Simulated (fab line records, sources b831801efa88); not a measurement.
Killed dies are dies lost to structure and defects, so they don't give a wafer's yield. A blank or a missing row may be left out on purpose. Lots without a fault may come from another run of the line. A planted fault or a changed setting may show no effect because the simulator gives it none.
fab line records | flow sky130 | part 2 of 2: steps 32 to 41 of 41
record lots=5 wafers=15 last_day=50
route steps=708 shown METAL4@623 VIA4@639 METAL5@661
lots that met no fault: from a run of the same line without faults
start_h: hours from the record's first day to the start of the lot's first wafer shown | wait_h: hours since the lot's step before | " the same as in the row above | L1.1+2: a row that stands for several wafers | - no value, or no start given | * or withheld: withheld | < > ~ a bound
route shown NAME@n: a module of which the file shows steps, and the number in the route of the first | usual: mean/standard deviation of fault-free wafers | same: alike in all rows | chamber/n: place in a boat | sites: the reading at each site | _std_site: their standard deviation | _edge_site: outer sites' mean less inner sites' | radius_mm: how far each site lies from the wafer's centre | mask NAME#n: copy n | behind: the tool/chamber that last shaped the wafer | hold: why the lot was held/for how many hours/how that ended | device: the transistor (n, p or np) that didn't switch | end of line: the same wafers' tests at the end of the route | a step without rows: its recipe alone | killed: dies lost to structure and defects at the first sort, not the wafer's yield | map: a wafer's dies, x killed, . not, _ none there
set.NAME: the setting as run; set.NAME@STEP: as run at that earlier step | model.NAME: the simulator's own value behind a step, which no gauge read
lots at some steps of the route; a table a step, a row a wafer
services: from which hour (start_h, from the record's first day; less than 0 if before it) a tool's chamber was out of use, for how many hours, and why
## steps
# step SKY_VIA4_CLEAN_15
# recipe chemistry=IPA time_s=180 temp_c=25
# columns lot.wafer tool chamber start_h wait_h
L074.1+5+6 wet_bench-03 0 1000.53 0.0
L086.3+4+6 wet_bench-03 0 1087.46 0.0
L087.3+5+6 wet_bench-04 3 1090.36 0.0
L088.1+4+5 wet_bench-04 3 1100.12 0.0
L096.1+2+5 wet_bench-03 2 1131.36 0.0
# step SKY_VIA4_CLEAN_16
# recipe chemistry=O3/DIW dry=n2_spin
# columns lot.wafer tool chamber start_h wait_h
L074.1+5+6 wet_bench-04 2 1000.59 0.0
L086.3+4+6 wet_bench-02 3 1087.52 0.0
L087.3+5+6 wet_bench-02 2 1090.42 0.0
L088.1+4+5 wet_bench-02 0 1100.18 0.0
L096.1+2+5 wet_bench-03 3 1131.41 0.0
# step SKY_VIA4_SPUTTER_17
# recipe material=TiN target_thk_nm=20 chamber_pressure_pa=5 power_w=4000 time_s=80
# usual throttle_valve_pct=30.2/1
# columns lot.wafer tool chamber start_h wait_h throttle_valve_pct
L074.1 pvd_sputter-01 - 1000.68 0.0 31.6
L074.5 " - " " 30.5
L074.6 " - " " 30.2
L086.3 pvd_sputter-03 - 1087.61 0.0 32.4
L086.4 " - " " 30.3
L086.6 " - " " 30.3
L087.3 pvd_sputter-02 - 1090.51 0.0 30.9
L087.5 " - " " 29.6
L087.6 " - " " 27.9
L088.1 pvd_sputter-02 - 1100.27 0.0 28.4
L088.4 " - " " 28.1
L088.5 " - " " 29.9
L096.1 pvd_sputter-02 - 1131.51 0.0 28.2
L096.2 " - " " 31.0
L096.5 " - " " 31.1
# step SKY_VIA4_CVD_18
# recipe material=W target_thk_nm=505 time_s=152.14 temp_c=400 pressure_torr=40
# usual chamber_pressure_Torr=40.00/0.089 heater_power_w=794/17
# columns lot.wafer tool chamber start_h wait_h chamber_pressure_Torr heater_power_w
L074.1 cvd_w-02 1 1000.74 0.0 40.03 784
L074.5 " 1 " " 40.12 795
L074.6 " 0 " " 40.03 763
L086.3 cvd_w-01 1 1087.72 0.1 40.10 821
L086.4 " 0 " " 39.95 788
L086.6 " 0 " " 40.02 799
L087.3 cvd_w-02 1 1090.62 0.1 40.03 785
L087.5 " 1 " " 40.07 778
L087.6 " 0 " " 39.84 786
L088.1 cvd_w-02 0 1100.34 0.0 39.92 787
L088.4 " 0 " " 39.89 798
L088.5 " 1 " " 40.08 801
L096.1 cvd_w-01 0 1131.57 0.0 39.88 806
L096.2 " 1 " " 39.87 799
L096.5 " 0 " " 39.97 806
# step SKY_VIA4_RS_MEAS_19
# recipe thk_meas_gauge=four-point-probe reads=W_of_VIA4_CVD_18+TiN_of_VIA4_SPUTTER_17
# usual VIA4_W_RS=0.227/0.0037
# columns lot.wafer tool chamber start_h wait_h VIA4_W_RS[ohm/sq]
L074.1 film_metro-02 - 1000.89 0.1 0.221
L074.5 " - " " 0.222
L074.6 " - " " 0.226
L086.3 film_metro-04 - 1087.87 0.1 0.228
L086.4 " - " " 0.230
L086.6 " - " " 0.225
L087.3 film_metro-03 - 1090.77 0.1 0.221
L087.5 " - " " 0.222
L087.6 " - " " 0.229
L088.1 film_metro-03 - 1100.49 0.1 0.229
L088.4 " - " " 0.233
L088.5 " - " " 0.220
L096.1 film_metro-02 - 1131.72 0.1 0.229
L096.2 " - " " 0.228
L096.5 " - " " 0.227
# step SKY_VIA4_THK_MEAS_20
# recipe thk_meas_gauge=xrf reads=W_of_VIA4_CVD_18
# usual VIA4_W_THK=513/11
# columns lot.wafer tool chamber start_h wait_h VIA4_W_THK[nm]
L074.1 film_metro-02 - 1001.01 0.1 517
L074.5 " - " " 515
L074.6 " - " " 506
L086.3 film_metro-04 - 1087.97 0.1 511
L086.4 " - " " 509
L086.6 " - " " 516
L087.3 film_metro-03 - 1090.87 0.1 532
L087.5 " - " " 527
L087.6 " - " " 512
L088.1 film_metro-03 - 1100.61 0.1 507
L088.4 " - " " 502
L088.5 " - " " 531
L096.1 film_metro-02 - 1131.84 0.1 505
L096.2 " - " " 503
L096.5 " - " " 506
# step SKY_VIA4_CMP_21
# recipe stop_on=SiO2 t_overpolish_s=25 down_force_psi=3.5 platen_rpm=60 target_thk_nm=0 pad_velocity_m_s=0.94248
# usual motor_current_A=11.4/1 overpolish_run_s=25.000/0.0098 time_to_endpoint_s=122/6.5
# columns lot.wafer tool chamber start_h wait_h motor_current_A overpolish_run_s time_to_endpoint_s
L074.1 cmp-02 1 1001.17 0.1 10.1 25.002 119
L074.6 " 3 " " 10.9 25.011 129
L074.5 " 0 " " 9.8 24.990 118
L086.4 cmp-01 2 1088.53 0.5 11.3 24.999 118
L086.3 " 1 " " 12.3 25.002 125
L086.6 " 3 " " 12.2 25.000 113
L087.3 cmp-01 3 1091.13 0.3 12.9 24.991 117
L087.6 " 2 " " 10.3 25.006 123
L087.5 " 3 " " 12.7 24.980 113
L088.4 cmp-01 3 1100.77 0.1 11.8 25.014 109
L088.1 " 0 " " 11.0 24.976 119
L088.5 " 1 " " 13.0 25.002 134
L096.2 cmp-02 2 1132.00 0.1 12.5 25.015 117
L096.1 " 3 " " 11.2 24.999 125
L096.5 " 0 " " 9.8 25.010 116
# step SKY_METAL5_SPUTTER_00
# recipe material=Ti target_thk_nm=15 power_w=3000 time_s=10 chamber_pressure_pa=0.4
# usual throttle_valve_pct=30.0/1.4
# columns lot.wafer tool chamber start_h wait_h throttle_valve_pct
L074.1 pvd_sputter-03 - 1001.37 0.1 32.1
L074.5 " - " " 29.7
L074.6 " - " " 30.4
L086.3 pvd_sputter-02 - 1088.83 0.1 30.0
L086.4 " - " " 29.5
L086.6 " - " " 29.8
L087.3 pvd_sputter-03 - 1091.38 0.2 32.2
L087.5 " - " " 32.3
L087.6 " - " " 30.5
L088.1 pvd_sputter-04 - 1100.97 0.1 31.1
L088.4 " - " " 28.2
L088.5 " - " " 28.0
L096.1 pvd_sputter-02 - 1132.20 0.1 30.8
L096.2 " - " " 28.1
L096.5 " - " " 31.2
# step SKY_METAL5_SPUTTER_01
# recipe material=TiN target_thk_nm=20 power_w=6500 time_s=16.7 chamber_pressure_pa=0.4
# usual throttle_valve_pct=30.0/1.4
# columns lot.wafer tool chamber start_h wait_h throttle_valve_pct
L074.1 pvd_sputter-03 - 1001.40 0.0 32.3
L074.5 " - " " 29.5
L074.6 " - " " 30.1
L086.3 pvd_sputter-02 - 1088.86 0.0 29.8
L086.4 " - " " 29.6
L086.6 " - " " 29.5
L087.3 pvd_sputter-03 - 1091.40 0.0 32.2
L087.5 " - " " 32.2
L087.6 " - " " 30.7
L088.1 pvd_sputter-04 - 1100.99 0.0 30.9
L088.4 " - " " 28.2
L088.5 " - " " 27.9
L096.1 pvd_sputter-02 - 1132.22 0.0 31.3
L096.2 " - " " 28.1
L096.5 " - " " 31.0
# step SKY_METAL5_SPUTTER_02
# recipe material=AlCu target_thk_nm=1150 power_w=10600 time_s=61.2 chamber_pressure_pa=0.4
# usual throttle_valve_pct=30.0/1.4
# columns lot.wafer tool chamber start_h wait_h throttle_valve_pct
L074.1 pvd_sputter-03 - 1001.42 0.0 32.4
L074.5 " - " " 29.5
L074.6 " - " " 30.6
L086.3 pvd_sputter-02 - 1088.88 0.0 29.7
L086.4 " - " " 29.6
L086.6 " - " " 30.1
L087.3 pvd_sputter-03 - 1091.43 0.0 32.2
L087.5 " - " " 32.3
L087.6 " - " " 30.3
L088.1 pvd_sputter-04 - 1101.02 0.0 30.7
L088.4 " - " " 28.2
L088.5 " - " " 28.0
L096.1 pvd_sputter-02 - 1132.25 0.0 31.2
L096.2 " - " " 27.8
L096.5 " - " " 31.3
## services
# columns tool chamber start_h hours kind
hdpcvd-01 2 946.85 3.4 repair
pvd_sputter-03 - 949.14 14.9 repair
hdpcvd-01 - 950.25 15.0 pm
krf_scanner-02 - 957.32 6.0 repair
rie_diel-03 3 958.26 2.3 repair
krf_scanner-02 - 960.29 0.4 repair
rie_diel-03 - 970.71 0.4 repair
krf_scanner-02 - 977.36 1.0 pm
krf_scanner-02 - 979.56 1.3 pm
plasma_asher-01 - 983.72 1.2 repair
krf_scanner-02 - 989.96 4.0 pm
cmp-02 - 992.13 5.5 pm
cmp-01 - 997.82 5.7 pm
plasma_asher-03 - 1001.37 4.3 pm
cmp-01 - 1004.98 3.1 repair
cmp-02 - 1008.91 5.3 repair
rie_diel-03 1 1039.24 4.1 repair
pvd_sputter-02 - 1057.94 1.1 repair
cmp-02 - 1081.60 6.3 repair
cmp-02 - 1087.86 4.0 pm
cmp-02 - 1092.94 16.6 pm
rie_diel-03 0 1104.64 7.3 repair
rie_metal-03 0 1105.67 2.6 repair
cmp-01 - 1122.55 4.9 repair
